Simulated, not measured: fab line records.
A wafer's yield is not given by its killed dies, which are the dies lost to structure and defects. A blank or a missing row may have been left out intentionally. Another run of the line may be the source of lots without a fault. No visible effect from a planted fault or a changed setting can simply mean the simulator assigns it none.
A lot that was struck, set against a sound lot | flow sky130 | 43 out of 708 route steps
Sound: wafers L356.2, L356.4, L356.6. Struck: wafers L369.3, L369.5, L369.6. The cause is given at the end.
Order at every step that has rows: each side's tool, ch and its chambers, its first start. Under that, the readings that differ: sound wafers | struck wafers | difference of the means | sigmas: that difference in standard deviations of wafers without a fault.
alike: readings whose means differ by less than 2 such deviations, and words and numbers that are the same on both sides. not compared: withheld readings, readings that some wafer has no value for, bounds like >300 that may hide the same value, and numbers for which the record gives no deviation and whose values overlap.
A row with sigmas, a row that says differs or no value, or rows on one side alone: a step with any of these is where the two part. Non-overlapping numbers with no deviation appear without sigmas and do not part them. A reading missing from all wafers of one side parts the sides only when that side holds two or more wafers.

first, 3 steps without rows for these wafers: SKY_GATE_OXIDE_CLEAN_15 (cleans in SC1/SC2, time 150 s); SKY_GATE_OXIDE_OXIDATION_16 (stabilise 600 s, purge 300 s, target thk 3.57 nm); SKY_POLY_GATE_CVD_00 (deposits poly-Si, target thk 180 nm, time 720 s).
SKY_POLY_GATE_THK_MEAS_01:
  sound: film_metro-02 at day 17 22:52; struck: film_metro-04 at day 21 14:31
  alike: POLY_GATE_CVD_00_THK
then, 8 steps without rows for these wafers: SKY_RES_PROTECT_DEHYDRATE_00 (time 60 s); SKY_RES_PROTECT_HMDS_01 (prime time 60 s); SKY_RES_PROTECT_COAT_02 (resist thk 1140 nm); SKY_RES_PROTECT_SOFTBAKE_03 (time 60 s); SKY_RES_PROTECT_EXPOSE_04 (exposes mask RPM, target cd 1270 nm); SKY_RES_PROTECT_PEB_05; SKY_RES_PROTECT_DEVELOP_06 (develop time 60 s); SKY_POLY_GATE_IMPLANT_02.
SKY_RES_PROTECT_STRIP_07: strips in O2/N2.
  sound on plasma_asher-03 ch 0,1, day 19 03:56; struck on plasma_asher-02 ch 0,1, day 22 20:46
  alike: drypump_motor_current_A, n2_flow_sccm, oes_product_au, strip_time_to_endpoint_s
  not compared: rf_hours_counter_h
SKY_RES_PROTECT_TW_MEAS_08:
  sound: film_metro-02 at day 19 04:03; struck: film_metro-01 at day 22 20:52
  alike: POLY_GATE_TW
then, 2 steps without rows for these wafers: SKY_RES_PROTECT_CLEAN_09 (cleans in SC1/SC2, time 150 s); SKY_POLY_GATE_CVD_03 (deposits Si3N4 from DCS/NH3, target thk 75 nm, time 1290 s).
SKY_POLY_GATE_THK_MEAS_04:
  sound: film_metro-02 at day 19 05:34; struck: film_metro-02 at day 22 22:20
  alike: POLY_GATE_CVD_03_THK
then, 8 steps without rows for these wafers: SKY_POLY_GATE_DEHYDRATE_05 (time 60 s); SKY_POLY_GATE_HMDS_06 (prime time 60 s); SKY_POLY_GATE_COAT_07 (resist thk 110 nm); SKY_POLY_GATE_COAT_08 (resist thk 450 nm); SKY_POLY_GATE_SOFTBAKE_09 (time 90 s); SKY_POLY_GATE_EXPOSE_10 (exposes mask P1M, target cd 150 nm); SKY_POLY_GATE_PEB_11; SKY_POLY_GATE_DEVELOP_12 (develop time 60 s).
SKY_POLY_GATE_CD_MEAS_13: the cd target is 150 nm.
  sound: cd_sem-02 at day 20 11:37; struck: cd_sem-01 at day 24 03:41
  alike: cd_nm
SKY_POLY_GATE_OVL_MEAS_14:
  sound: overlay-01 at day 20 11:43; struck: overlay-02 at day 24 03:46
  alike: POLY_GATE_OVL
SKY_POLY_GATE_ETCH_15: etches BARC in N2/H2, stops on SiO2, time 118.5 s, target depth 110 nm.
  sound on rie_diel-02 ch 0,1,2, day 20 11:44; struck on rie_diel-01 ch 1,2, day 24 03:47
  alike: drypump_motor_current_A, h2_flow_sccm, n2_flow_sccm, oes_product_au, throttle_valve_pct
  not compared: rf_hours_counter_h
SKY_POLY_GATE_ETCH_16: etches Si3N4 in CH3F/O2, stops on poly-Si, time 147.5 s, target depth 75 nm.
  sound on rie_diel-02 ch 0,1,2, day 20 11:49; struck on rie_diel-01 ch 1,2, day 24 03:52
  alike: drypump_motor_current_A, oes_product_au, throttle_valve_pct
  not compared: rf_hours_counter_h
SKY_POLY_GATE_ETCH_17: etches poly-Si in HBr/Cl2, stops on SiO2, target depth 180 nm, time 70.5 s.
  sound on rie_si-01 ch 0,3, day 20 11:55; struck on rie_si-02 ch 2,3, day 24 03:58
  alike: drypump_motor_current_A, oes_product_au, throttle_valve_pct
  not compared: rf_hours_counter_h
SKY_POLY_GATE_STRIP_18: strips in O2/N2.
  sound on plasma_asher-01 ch 0, day 20 11:59; struck on plasma_asher-04 ch 0,1, day 24 04:04
  reading                     | sound       | struck      | difference | sigmas
  drypump_motor_current_A (A) | 5.1 5.1 5.1 | 5.9 5.9 5.9 | +0.8       | +2
  alike: n2_flow_sccm, oes_product_au, strip_time_to_endpoint_s
  not compared: rf_hours_counter_h
then, 2 steps without rows for these wafers: SKY_POLY_GATE_CLEAN_19 (cleans in SC1/SC2, time 150 s); SKY_POLY_GATE_OXIDATION_20 (stabilise 600 s, purge 300 s, target thk 4 nm).
SKY_POLY_GATE_THK_MEAS_21:
  sound: film_metro-04 at day 20 14:07; struck: film_metro-03 at day 24 05:38
  alike: POLY_GATE_OXIDATION_THK
SKY_POLY_GATE_CD_MEAS_22:
  sound: cd_sem-02 at day 20 14:11; struck: cd_sem-02 at day 24 05:44
  alike: cd_nm
then, 7 steps without rows for these wafers: SKY_LDD_N_DEHYDRATE_00 (time 60 s); SKY_LDD_N_HMDS_01 (prime time 60 s); SKY_LDD_N_COAT_02 (resist thk 300 nm); SKY_LDD_N_SOFTBAKE_03 (time 60 s); SKY_LDD_N_EXPOSE_04 (exposes mask NTM, target cd 840 nm); SKY_LDD_N_PEB_05; SKY_LDD_N_DEVELOP_06 (develop time 60 s).
-- here the record skips 27 days between the struck wafers' starts before and after, leaving off in module LDD_N and picking up in module PAD_OPEN (first step shown: number 708 of the route) --
SKY_PAD_OPEN_PROBE_99:
  sound: prober-01 at day 49 04:09; struck: prober-02 at day 51 08:49
  reading         | sound    | struck      | difference | sigmas
  killed_at_other | 0 1 0    | 49 49 50    | +49        | +69
  killed_dies     | 61 83 77 | 139 129 122 | +56        | +6
  alike: killed_at_M0_to_M3, killed_at_M4_up, killed_at_contacts, killed_at_front_end, killed_open, killed_short

WHERE THEY PART
First at SKY_POLY_GATE_STRIP_18; last, within this record, at SKY_PAD_OPEN_PROBE_99.

WHY: what had been put in by the simulator
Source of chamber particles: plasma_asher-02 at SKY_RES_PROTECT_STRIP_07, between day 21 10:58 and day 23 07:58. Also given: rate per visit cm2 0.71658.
